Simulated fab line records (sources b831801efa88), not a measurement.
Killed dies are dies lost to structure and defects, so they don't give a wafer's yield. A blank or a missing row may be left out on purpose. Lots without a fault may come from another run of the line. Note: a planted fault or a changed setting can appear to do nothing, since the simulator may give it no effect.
Which tool is to blame? / flow sky130 / 12 lots, 36 wafers sampled, at 5 steps of a route of 708

== WHAT THE GAUGES SHOWED, per wafer ==
SKY_SD_N_RS_MEAS_16: a four-point-probe measurement. Usual: SD_N_RS typically reads 68.51 ohm/sq, with standard deviation 0.1.
lot=L725; measured=day 27 17:10; on=film-metro-02; SD_N_RS (ohm/sq)=68.59 68.54 68.56; flag=
lot=L727; measured=day 28 12:58; on=film-metro-02; SD_N_RS (ohm/sq)=68.43 68.30 68.32; flag=
lot=L728; measured=day 28 21:08; on=film-metro-02; SD_N_RS (ohm/sq)=68.43 68.46 68.44; flag=
lot=L730; measured=day 29 18:35; on=film-metro-02; SD_N_RS (ohm/sq)=68.45 68.43 68.38; flag=
lot=L731; measured=day 29 21:58; on=film-metro-03; SD_N_RS (ohm/sq)=68.42 68.55 68.38; flag=
lot=L732; measured=day 30 16:07; on=film-metro-03; SD_N_RS (ohm/sq)=68.43 68.69 68.61; flag=
lot=L736; measured=day 31 18:47; on=film-metro-03; SD_N_RS (ohm/sq)=68.41 68.59 68.46; flag=
lot=L737; measured=day 32 01:59; on=film-metro-04; SD_N_RS (ohm/sq)=68.62 68.42 68.63; flag=
lot=L738; measured=day 32 06:22; on=film-metro-02; SD_N_RS (ohm/sq)=68.58 68.56 68.62; flag=
lot=L743; measured=day 34 07:58; on=film-metro-02; SD_N_RS (ohm/sq)=68.66 68.48 68.36; flag=
lot=L745; measured=day 34 13:05; on=film-metro-03; SD_N_RS (ohm/sq)=68.64 68.65 68.62; flag=
lot=L748; measured=day 35 01:55; on=film-metro-04; SD_N_RS (ohm/sq)=68.40 68.57 68.46; flag=

SKY_CONTACT_THK_MEAS_03. Usual: CONTACT_HDPCVD_THK typically reads 568 nm, with standard deviation 5.9.
lot=L725; measured=day 30 05:04; on=film-metro-02; CONTACT_HDPCVD_THK (nm)=572 565 569; flag=
lot=L727; measured=day 31 00:36; on=film-metro-03; CONTACT_HDPCVD_THK (nm)=570 572 578; flag=
lot=L728; measured=day 31 08:06; on=film-metro-03; CONTACT_HDPCVD_THK (nm)=568 567 574; flag=
lot=L730; measured=day 32 06:00; on=film-metro-02; CONTACT_HDPCVD_THK (nm)=576 573 565; flag=
lot=L731; measured=day 32 07:53; on=film-metro-01; CONTACT_HDPCVD_THK (nm)=560 573 568; flag=
lot=L732; measured=day 33 01:32; on=film-metro-03; CONTACT_HDPCVD_THK (nm)=561 561 569; flag=
lot=L736; measured=day 34 01:35; on=film-metro-02; CONTACT_HDPCVD_THK (nm)=557 556 561; flag=
lot=L737; measured=day 34 11:18; on=film-metro-02; CONTACT_HDPCVD_THK (nm)=575 690 577; flag=OFF
lot=L738; measured=day 34 16:58; on=film-metro-03; CONTACT_HDPCVD_THK (nm)=559 680 573; flag=OFF
lot=L743; measured=day 36 15:32; on=film-metro-03; CONTACT_HDPCVD_THK (nm)=560 558 567; flag=
lot=L745; measured=day 36 20:28; on=film-metro-02; CONTACT_HDPCVD_THK (nm)=563 569 561; flag=
lot=L748; measured=day 37 08:35; on=film-metro-01; CONTACT_HDPCVD_THK (nm)=571 574 572; flag=

== WHICH TOOL RAN EACH LOT (tool, then ch and the chambers of the sampled wafers, then the start) ==
lot=L725; SKY_LI_CONTACT_ETCH_15=rie-diel-03 ch 1,2,3, day 28 22:20; SKY_LI_CONTACT_CMP_24=cmp-01 ch 0,3, day 28 23:13; SKY_CONTACT_HDPCVD_02=hdpcvd-02 ch 0,1, day 30 04:59
lot=L727; SKY_LI_CONTACT_ETCH_15=rie-diel-03 ch 0,2, day 29 18:07; SKY_LI_CONTACT_CMP_24=cmp-02 ch 1,2, day 29 19:13; SKY_CONTACT_HDPCVD_02=hdpcvd-01 ch 0,1, day 31 00:31
lot=L728; SKY_LI_CONTACT_ETCH_15=rie-diel-03 ch 1,2, day 30 02:21; SKY_LI_CONTACT_CMP_24=cmp-01 ch 0,1,3, day 30 03:13; SKY_CONTACT_HDPCVD_02=hdpcvd-01 ch 0,1,2, day 31 08:02
lot=L730; SKY_LI_CONTACT_ETCH_15=rie-diel-01 ch 0,1,3, day 31 00:01; SKY_LI_CONTACT_CMP_24=cmp-01 ch 2,3, day 31 00:56; SKY_CONTACT_HDPCVD_02=hdpcvd-01 ch 0,1, day 32 05:56
lot=L731; SKY_LI_CONTACT_ETCH_15=rie-diel-01 ch 2,3, day 31 02:38; SKY_LI_CONTACT_CMP_24=cmp-01 ch 0,2,3, day 31 03:29; SKY_CONTACT_HDPCVD_02=hdpcvd-01 ch 0,2, day 32 07:48
lot=L732; SKY_LI_CONTACT_ETCH_15=rie-diel-03 ch 0,2,3, day 31 20:47; SKY_LI_CONTACT_CMP_24=cmp-02 ch 1,2, day 31 21:37; SKY_CONTACT_HDPCVD_02=hdpcvd-02 ch 0,2, day 33 01:27
lot=L736; SKY_LI_CONTACT_ETCH_15=rie-diel-03 ch 1,2,3, day 32 22:45; SKY_LI_CONTACT_CMP_24=cmp-01 ch 0,1, day 32 23:37; SKY_CONTACT_HDPCVD_02=hdpcvd-02 ch 0,2, day 34 01:31
lot=L737; SKY_LI_CONTACT_ETCH_15=rie-diel-03 ch 0,2, day 33 06:47; SKY_LI_CONTACT_CMP_24=cmp-01 ch 0,2,3, day 33 07:57; SKY_CONTACT_HDPCVD_02=hdpcvd-01 ch 0,1,2, day 34 11:14
lot=L738; SKY_LI_CONTACT_ETCH_15=rie-diel-04 ch 0,1,3, day 33 10:11; SKY_LI_CONTACT_CMP_24=cmp-01 ch 0,2,3, day 33 13:34; SKY_CONTACT_HDPCVD_02=hdpcvd-01 ch 0,1,2, day 34 16:53
lot=L743; SKY_LI_CONTACT_ETCH_15=rie-diel-04 ch 0,1,3, day 35 11:24; SKY_LI_CONTACT_CMP_24=cmp-01 ch 0,3, day 35 12:13; SKY_CONTACT_HDPCVD_02=hdpcvd-02 ch 0,1, day 36 15:28
lot=L745; SKY_LI_CONTACT_ETCH_15=rie-diel-03 ch 0,2, day 35 16:24; SKY_LI_CONTACT_CMP_24=cmp-01 ch 0,2, day 35 17:21; SKY_CONTACT_HDPCVD_02=hdpcvd-02 ch 0,1,2, day 36 20:24
lot=L748; SKY_LI_CONTACT_ETCH_15=rie-diel-03 ch 0,1,2, day 36 04:56; SKY_LI_CONTACT_CMP_24=cmp-01 ch 0,1, day 36 05:48; SKY_CONTACT_HDPCVD_02=hdpcvd-01 ch 0,2, day 37 08:30
- SKY_LI_CONTACT_ETCH_15: etches PSG in C4F8/O2/Ar, stops on Si, target depth 600 nm.
- SKY_LI_CONTACT_CMP_24: polishes, stops on PSG, t overpolish 20 s, target thk 0 nm.
- SKY_CONTACT_HDPCVD_02: deposits SiO2, target thk 565 nm, time 94.2 s.

== WHAT THE TOOLS THEMSELVES READ (means of the sampled wafers that have a number; where no wafer has one, the mark that the record gives instead) ==
SKY_LI_CONTACT_ETCH_15. Usual: oes-product-au at 0.836 a.u., with a standard deviation of 0.0046.
lot=L725; tool=rie-diel-03; oes-product-au (a.u.)=0.838; flag=
lot=L727; tool=rie-diel-03; oes-product-au (a.u.)=0.832; flag=
lot=L728; tool=rie-diel-03; oes-product-au (a.u.)=0.835; flag=
lot=L730; tool=rie-diel-01; oes-product-au (a.u.)=0.839; flag=
lot=L731; tool=rie-diel-01; oes-product-au (a.u.)=0.834; flag=
lot=L732; tool=rie-diel-03; oes-product-au (a.u.)=0.839; flag=
lot=L736; tool=rie-diel-03; oes-product-au (a.u.)=0.838; flag=
lot=L737; tool=rie-diel-03; oes-product-au (a.u.)=0.835; flag=
lot=L738; tool=rie-diel-04; oes-product-au (a.u.)=0.836; flag=
lot=L743; tool=rie-diel-04; oes-product-au (a.u.)=0.832; flag=
lot=L745; tool=rie-diel-03; oes-product-au (a.u.)=0.844; flag=
lot=L748; tool=rie-diel-03; oes-product-au (a.u.)=0.840; flag=

SKY_LI_CONTACT_CMP_24. Usual: motor-current-A 10.4 A, standard deviation 1.4; overpolish-run-s 20.000 s, standard deviation 0.0086; time-to-endpoint-s 96.4 s, standard deviation 2.9.
lot=L725; tool=cmp-01; motor-current-A (A)=9.4; overpolish-run-s (s)=19.997; time-to-endpoint-s (s)=96.4; flag=
lot=L727; tool=cmp-02; motor-current-A (A)=11.6; overpolish-run-s (s)=19.993; time-to-endpoint-s (s)=99.2; flag=
lot=L728; tool=cmp-01; motor-current-A (A)=9.8; overpolish-run-s (s)=20.000; time-to-endpoint-s (s)=97.3; flag=
lot=L730; tool=cmp-01; motor-current-A (A)=11.3; overpolish-run-s (s)=20.009; time-to-endpoint-s (s)=99.2; flag=
lot=L731; tool=cmp-01; motor-current-A (A)=10.1; overpolish-run-s (s)=20.003; time-to-endpoint-s (s)=97.4; flag=
lot=L732; tool=cmp-02; motor-current-A (A)=11.9; overpolish-run-s (s)=19.997; time-to-endpoint-s (s)=98.0; flag=
lot=L736; tool=cmp-01; motor-current-A (A)=9.9; overpolish-run-s (s)=20.000; time-to-endpoint-s (s)=94.4; flag=
lot=L737; tool=cmp-01; motor-current-A (A)=9.9; overpolish-run-s (s)=20.003; time-to-endpoint-s (s)=95.6; flag=
lot=L738; tool=cmp-01; motor-current-A (A)=10.3; overpolish-run-s (s)=19.991; time-to-endpoint-s (s)=100.5; flag=
lot=L743; tool=cmp-01; motor-current-A (A)=9.1; overpolish-run-s (s)=20.005; time-to-endpoint-s (s)=96.0; flag=
lot=L745; tool=cmp-01; motor-current-A (A)=10.9; overpolish-run-s (s)=20.012; time-to-endpoint-s (s)=94.4; flag=
lot=L748; tool=cmp-01; motor-current-A (A)=10.3; overpolish-run-s (s)=20.005; time-to-endpoint-s (s)=96.4; flag=

SKY_CONTACT_HDPCVD_02. Usual: sih4-flow-sccm at 60.01 sccm, with a standard deviation of 0.19.
lot=L725; tool=hdpcvd-02; sih4-flow-sccm (sccm)=59.81; flag=
lot=L727; tool=hdpcvd-01; sih4-flow-sccm (sccm)=60.11; flag=
lot=L728; tool=hdpcvd-01; sih4-flow-sccm (sccm)=59.97; flag=
lot=L730; tool=hdpcvd-01; sih4-flow-sccm (sccm)=59.90; flag=
lot=L731; tool=hdpcvd-01; sih4-flow-sccm (sccm)=59.73; flag=
lot=L732; tool=hdpcvd-02; sih4-flow-sccm (sccm)=59.98; flag=
lot=L736; tool=hdpcvd-02; sih4-flow-sccm (sccm)=60.01; flag=
lot=L737; tool=hdpcvd-01; sih4-flow-sccm (sccm)=64.05; flag=OFF
lot=L738; tool=hdpcvd-01; sih4-flow-sccm (sccm)=64.06; flag=OFF
lot=L743; tool=hdpcvd-02; sih4-flow-sccm (sccm)=60.21; flag=
lot=L745; tool=hdpcvd-02; sih4-flow-sccm (sccm)=60.10; flag=
lot=L748; tool=hdpcvd-01; sih4-flow-sccm (sccm)=60.01; flag=

== THE ANSWER, worked out from the rows above alone ==
Rule: lot off if the mean of its wafers having a number is beyond 3 standard deviations from the usual mean. Also off: a lot with no number at a reading for which 4 or more lots have one. Any other lot the step has rows for is counted as sound. After the gauges, taken in route order, come the tools' own readings; for these a lot's mean is taken, as printed above. At the first step where some lot is off, the reading lying furthest off is the one used; lots without a number count as furthest.
Off: L737, L738, seen at SKY_CONTACT_THK_MEAS_03 (CONTACT_HDPCVD_THK).
A tool fits if, at a process step before that reading, it ran every lot that is off, and no sound lot after the first of them. Not tried: the gauges at SKY_CONTACT_THK_MEAS_03; whatever is off there is also off at SKY_CONTACT_HDPCVD_02, on other tools, and gauge error can't account for it. Of those tried, none fits.

== WHAT THE SIMULATOR PUT IN ==
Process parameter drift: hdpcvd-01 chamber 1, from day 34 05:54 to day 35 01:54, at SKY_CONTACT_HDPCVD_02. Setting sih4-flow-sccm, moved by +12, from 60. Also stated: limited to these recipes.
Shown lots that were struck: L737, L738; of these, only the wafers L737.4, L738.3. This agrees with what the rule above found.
